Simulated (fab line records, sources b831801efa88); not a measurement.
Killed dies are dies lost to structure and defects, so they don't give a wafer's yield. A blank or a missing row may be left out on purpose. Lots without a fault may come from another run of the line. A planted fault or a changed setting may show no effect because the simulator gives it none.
One fault seen from 2 desks | flow gf180mcu | each desk has only its own numbers; what lay behind them comes last

THE METROLOGY DESK
What the gauges read, lot by lot, whatever tool the lot ran on: means of the sampled wafers that have a number. A lot is out of limits, marked OUT, if its mean lies more than 4 standard deviations from the usual mean; the brackets give that distance.
Columns: A = HV_LDD_OVL at GF_HV_LDD_OVL_MEAS_08, usual 0.3 nm; B = HV_LDD_4_TW at GF_HV_LDD_TW_MEAS_50, usual 565; C = V2_OVL at GF_V2_OVL_MEAS_15, usual 1 nm
lot  | first seen here | A    | B             | C
L946 | day 10 06:52    | -0.6 | 561           | 3
L947 | day 10 13:14    | 1.0  | 566           | -2
L948 | day 10 20:07    | 0.9  | 569           | 2
L949 | day 11 06:31    | -0.5 | 564           | -5
L950 | day 11 14:34    | -1.0 | 567           | -1
L951 | day 11 19:52    | -0.4 | 563           | 1
L961 | day 15 01:46    | -1.3 | 510 (-17) OUT | 7
L962 | day 15 06:28    | 2.0  | 509 (-17) OUT | -1
L963 | day 15 19:31    | 1.8  | 567           | 7
L964 | day 16 00:22    | 1.0  | 571           | -3
L966 | day 16 13:13    | -0.7 | 564           | -3
L967 | day 16 22:49    | 0.3  | 565           | 6
L968 | day 17 07:58    | 0.8  | 567           | 6
This desk's finding: out of limits on L961, L962; first on L961, day 17 22:28 (HV_LDD_4_TW at GF_HV_LDD_TW_MEAS_50). In limits: L946, L947, L948, L949, L950, L951, L963, L964, L966, L967, L968.

THE TOOL OWNER'S DESK: implanter-01
The tool's own readings at GF_HV_LDD_IMPLANT_48: means of the sampled wafers that have a number, for each lot that ran on this tool. A lot is out of limits, marked OUT, if its mean lies more than 4 standard deviations from the usual mean; the brackets give that distance.
Columns: A = beam_energy_keV at GF_HV_LDD_IMPLANT_48, usual 25.002; B = faraday_current_uA at GF_HV_LDD_IMPLANT_48, usual 169
lot  | first seen here | A                        | B
L947 | day 13 01:42    | 25.006                   | 170
L948 | day 13 07:57    | 25.010                   | 168
L949 | day 13 19:40    | 25.006                   | 170
L950 | day 14 04:39    | 25.014                   | 166
L961 | day 17 22:13    | 15.631 (-99 or more) OUT | 170
L962 | day 18 02:42    | 15.629 (-99 or more) OUT | 170
This desk's finding: out of limits on L961, L962; first on L961, day 17 22:13 (beam_energy_keV at GF_HV_LDD_IMPLANT_48). In limits: L947, L948, L949, L950.

PUT TOGETHER
The tool owner's desk could have raised an alarm at day 17 22:13, on L961, L962.
The metrology desk could have raised an alarm at day 17 22:28, on L961, L962.
Of the lots named, all ran GF_HV_LDD_IMPLANT_48 on implanter-01.

WHAT THE SIMULATOR HAD PUT IN
Process parameter drift: implanter-01, from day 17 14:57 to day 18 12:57, at GF_HV_LDD_IMPLANT_48. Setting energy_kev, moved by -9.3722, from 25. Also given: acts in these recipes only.
Lots struck among those shown: L961, L962.
Hours from the fault's start to each desk's first reading out of limits: the tool owner's desk, 7; the metrology desk, 8.
